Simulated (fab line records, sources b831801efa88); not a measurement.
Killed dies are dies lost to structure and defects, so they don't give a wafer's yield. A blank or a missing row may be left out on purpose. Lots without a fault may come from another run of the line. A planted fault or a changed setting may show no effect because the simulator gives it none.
A struck lot beside a sound one | flow sky130 | 17 steps out of a route of 708
Sound: wafers L378.2, L378.4, L378.6. Struck: wafers L383.1, L383.2, L383.3. The cause comes at the end.
At each step with rows: each side's tool, then ch and its chambers, then its first start. Under that, the readings that differ: sound wafers | struck wafers | difference of the means | sigmas: that difference in standard deviations of wafers without a fault.
alike: readings whose means differ by less than 2 such deviations, and words and numbers that are the same on both sides. not compared: withheld readings, readings that some wafer has no value for, bounds like >300 that may hide the same value, and numbers for which the record gives no deviation and whose values overlap.
The two part at a step that has a row with sigmas, a row that says differs or no value, or rows on one side only. Numbers that don't overlap but have no deviation are shown without sigmas and don't part them. A reading that every wafer of one side lacks parts them only if that side has two wafers or more.

SKY_GATE_OXIDE_TW_MEAS_14:
  sound on film_metro-02, day 15 18:33; struck on film_metro-01, day 16 10:41
  alike: GATE_OXIDE_TW
then, 3 steps without rows for these wafers: SKY_GATE_OXIDE_CLEAN_15 (cleans in SC1/SC2, time 150 s); SKY_GATE_OXIDE_OXIDATION_16 (stabilise 600 s, purge 300 s, target thk 3.57 nm); SKY_POLY_GATE_CVD_00 (deposits poly-Si, target thk 180 nm, time 720 s).
SKY_POLY_GATE_THK_MEAS_01:
  sound on film_metro-02, day 15 22:35; struck on film_metro-01, day 16 14:07
  alike: POLY_GATE_CVD_00_THK
then, 7 steps without rows for these wafers: SKY_RES_PROTECT_DEHYDRATE_00 (time 60 s); SKY_RES_PROTECT_HMDS_01 (prime time 60 s); SKY_RES_PROTECT_COAT_02 (resist thk 1140 nm); SKY_RES_PROTECT_SOFTBAKE_03 (time 60 s); SKY_RES_PROTECT_EXPOSE_04 (exposes mask RPM, target cd 1270 nm); SKY_RES_PROTECT_PEB_05; SKY_RES_PROTECT_DEVELOP_06 (develop time 57.33 s).
SKY_POLY_GATE_IMPLANT_02:
  sound on implanter-02 ch 0, day 17 02:08; struck on implanter-01 ch 0, day 17 17:56
  reading                   | sound             | struck            | difference | sigmas
  implant_ion_amu           | 31 31 31          | 75 75 75          | +44        |
  model.implant.rp_nm (nm)  | 37.22 37.22 37.22 | 22.23 22.23 22.23 | -14.99     |
  model.implant.drp_nm (nm) | 16.6 16.6 16.6    | 9.641 9.641 9.641 | -6.959     |
  alike: tilt_deg
SKY_RES_PROTECT_STRIP_07: strips in O2/N2.
  sound on plasma_asher-03 ch 0,1, day 17 02:15; struck on plasma_asher-01 ch 0,1, day 17 18:05
  reading                      | sound             | struck            | difference | sigmas
  oes_product_au (a.u.)        | 0.526 0.525 0.512 | 0.563 0.563 0.564 | +0.042     | +8
  strip_time_to_endpoint_s (s) | 23.30 23.30 23.35 | 20.44 20.43 20.49 | -2.86      | -70
  alike: drypump_motor_current_A
  not compared: rf_hours_counter_h
SKY_RES_PROTECT_TW_MEAS_08:
  sound on film_metro-03, day 17 02:22; struck on film_metro-03, day 17 18:11
  reading      | sound          | struck         | difference | sigmas
  POLY_GATE_TW | 4011 4017 4036 | 3565 3576 3566 | -452       | -8
then, 1 step without rows for these wafers: SKY_RES_PROTECT_CLEAN_09 (cleans in SC1/SC2, time 150 s).
-- the record jumps here: 30 days lie between the struck wafers' starts before and after (it left off in module RES_PROTECT and takes up again in module PAD_OPEN, whose first step shown is number 708 of the route) --
SKY_PAD_OPEN_PROBE_99:
  sound on prober-02, day 47 08:56; struck on prober-01, day 47 17:28
  reading             | sound    | struck  | difference | sigmas
  killed_at_front_end | 12 12 14 | 25 27   | +13        | +3
  killed_dies         | 89 78 86 | 104 112 | +24        | +2
  alike: killed_at_M0_to_M3, killed_at_M4_up, killed_at_contacts, killed_at_other, killed_open, killed_short

WHERE THEY PART
First at SKY_RES_PROTECT_STRIP_07; last, within this record, at SKY_PAD_OPEN_PROBE_99.

WHY: what the simulator had put in
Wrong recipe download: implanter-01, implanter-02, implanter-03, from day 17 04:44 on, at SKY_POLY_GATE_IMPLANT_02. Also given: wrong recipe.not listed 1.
